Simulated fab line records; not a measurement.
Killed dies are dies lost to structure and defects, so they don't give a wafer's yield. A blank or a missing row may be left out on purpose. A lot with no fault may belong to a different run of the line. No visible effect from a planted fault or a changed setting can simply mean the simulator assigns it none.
Struck lot and sound lot, side by side	flow sky130	35 out of 708 route steps
Sound: the wafers L341.2, L341.4, L341.5. Wafers L350.1, L350.3, L350.5 were the ones struck. At the end, the cause is stated.
At each step with rows: each side's tool, then ch and its chambers, then its first start. Under that, the readings that differ: sound wafers	struck wafers	difference of the means	sigmas: that difference in standard deviations of wafers without a fault.
alike: a reading whose means differ by less than 2 such deviations, as well as words and numbers matching on both sides. not compared: withheld readings; readings where some wafer has no value; bounds like >300 that might hide an equal value; numbers whose values overlap and for which the record gives no deviation.
A row with sigmas, a row that says differs or no value, or rows on one side alone: a step with any of these is where the two part. Numbers that don't overlap but have no deviation are shown without sigmas and don't part them. Lack of a reading on every wafer of one side parts them only where that side has two or more wafers.

first, 10 steps without rows for these wafers: SKY_GATE_OXIDE_COAT_05 (resist thk 1140 nm); SKY_GATE_OXIDE_SOFTBAKE_06 (time 60 s); SKY_GATE_OXIDE_EXPOSE_07 (exposes mask LVOM, target cd 600 nm); SKY_GATE_OXIDE_PEB_08; SKY_GATE_OXIDE_DEVELOP_09 (develop time 60 s); SKY_GATE_OXIDE_IMPLANT_11; SKY_GATE_OXIDE_WET_ETCH_12 (etches SiO2 in dHF, target depth 16.8 nm, time 336 s); SKY_GATE_OXIDE_STRIP_13 (strips in O2/N2); SKY_GATE_OXIDE_CLEAN_15 (cleans in SC1/SC2, time 150 s); SKY_GATE_OXIDE_OXIDATION_16 (stabilise 600 s, purge 300 s, target thk 3.57 nm).
SKY_POLY_GATE_CVD_00: deposits poly-Si, target thk 180 nm, time 720 s.
  sound on lpcvd-01 ch 1, day 16 00:59; struck on lpcvd-01 ch 0, day 19 05:03
reading	sound	struck	difference	sigmas
model.poly-Si_of_POLY_GATE_CVD_00.thk-nm (nm)	180.3 181.7 180.3	156.1 155.3 154.9	-25.3	
  alike: spike-tc-lower-C
SKY_POLY_GATE_THK_MEAS_01:
  sound on film-metro-02 at day 16 02:48; struck on film-metro-04 at day 19 06:28
reading	sound	struck	difference	sigmas
POLY_GATE_CVD_00_THK (nm)	180.3 181.7 180.2	156.1 155.3 154.8	-25.3	-19
  not compared: hold
then, 8 steps without rows for these wafers: SKY_RES_PROTECT_HMDS_01 (prime time 60 s); SKY_RES_PROTECT_COAT_02 (resist thk 1140 nm); SKY_RES_PROTECT_SOFTBAKE_03 (time 60 s); SKY_RES_PROTECT_EXPOSE_04 (exposes mask RPM, target cd 1270 nm); SKY_RES_PROTECT_PEB_05; SKY_RES_PROTECT_DEVELOP_06 (develop time 60 s); SKY_POLY_GATE_IMPLANT_02; SKY_RES_PROTECT_STRIP_07 (strips in O2/N2).
SKY_RES_PROTECT_CLEAN_09: cleans in SC1/SC2, time 150 s.
  sound on wet-bench-04 ch 0, day 17 06:10; struck on wet-bench-01 ch 0, day 20 13:30
reading	sound	struck	difference	sigmas
model.poly-Si_of_POLY_GATE_CVD_00.thk-nm (nm)	179.7 181.1 179.6	155.5 154.7 154.2	-25.3	
then, 11 steps without rows for these wafers: SKY_POLY_GATE_CVD_03 (deposits Si3N4 from DCS/NH3, target thk 75 nm, time 1290 s); SKY_POLY_GATE_DEHYDRATE_05 (time 60 s); SKY_POLY_GATE_HMDS_06 (prime time 60 s); SKY_POLY_GATE_COAT_07 (resist thk 110 nm); SKY_POLY_GATE_COAT_08 (resist thk 450 nm); SKY_POLY_GATE_SOFTBAKE_09 (time 90 s); SKY_POLY_GATE_EXPOSE_10 (exposes mask P1M, target cd 150 nm); SKY_POLY_GATE_PEB_11; SKY_POLY_GATE_DEVELOP_12 (develop time 60 s); SKY_POLY_GATE_ETCH_15 (etches BARC in N2/H2, stops on SiO2, time 118.5 s, target depth 110 nm); SKY_POLY_GATE_ETCH_16 (etches Si3N4 in CH3F/O2, stops on poly-Si, time 147.5 s, target depth 75 nm).
SKY_POLY_GATE_ETCH_17: etches poly-Si in HBr/Cl2, stops on SiO2, target depth 180 nm, time 70.5 s.
  sound on rie-si-02 ch 1,3, day 18 13:53; struck on rie-si-01 ch 0,1,2, day 21 22:47
reading	sound	struck	difference	sigmas
oes-product-au (a.u.)	0.995 0.990 0.996	0.892 0.899 0.893	-0.099	-15
model.POLY_GATE.feature-depth-nm (nm)	179.7 181.1 179.6	155.5 154.7 154.2	-25.3	
model.etch.depth-nm (nm)	179.7 181.1 179.6	155.5 154.7 154.2	-25.3	
  alike: drypump-motor-current-A, rf-fwd-power-W, throttle-valve-pct
  not compared: rf-hours-counter-h
then, 1 step without rows for these wafers: SKY_POLY_GATE_STRIP_18 (strips in O2/N2).
-- here the record skips 28 days between the struck wafers' starts before and after, leaving off in module POLY_GATE and picking up in module PAD_OPEN (first step shown: number 708 of the route) --
SKY_PAD_OPEN_PROBE_99:
  sound on prober-01 at day 47 13:02; struck on prober-02 at day 49 22:17
reading	sound	struck	difference	sigmas
model.etest.res-xhigh-po.rs-ohm-sq	2002 2053 2002	1955 1990 1889	-74	
model.etest.res-high-po.line-ohm-um	745.1 743.7 738.5	815.7 832.6 829.7	+83.6	
model.etest.res-poly.line-ohm-um	514.4 511 502.6	557.8 583.1 567.4	+60.1	
model.etest.res-high-po.rs-ohm-sq	261.9 260.9 259.2	289.4 294.9 287.5	+29.9	
model.etest.licon-high-po.rc-ohm	346.6 358.4 348.5	332.9 341.9 320.6	-19.4	
model.etest.cap-li-to-poly.c-af-um2	96.14 100.3 97.12	93.44 92.08 90.85	-5.73	
model.etest.res-poly.rs-ohm-sq	48.75 48.16 47.85	54 55.02 53.89	+6	
  alike: killed_at_M0_to_M3, killed_at_M4_up, killed-at-contacts, killed-at-front-end, killed-at-other, killed-dies, killed-open, killed-short
  not compared: model.etest.res-xhigh-po.line-ohm-um

WHERE THEY PART
First at SKY_POLY_GATE_THK_MEAS_01; last, within this record, at SKY_POLY_GATE_ETCH_17. Later steps at which nothing parts them and some readings are alike: SKY_PAD_OPEN_PROBE_99.

WHY: the cause the simulator had injected
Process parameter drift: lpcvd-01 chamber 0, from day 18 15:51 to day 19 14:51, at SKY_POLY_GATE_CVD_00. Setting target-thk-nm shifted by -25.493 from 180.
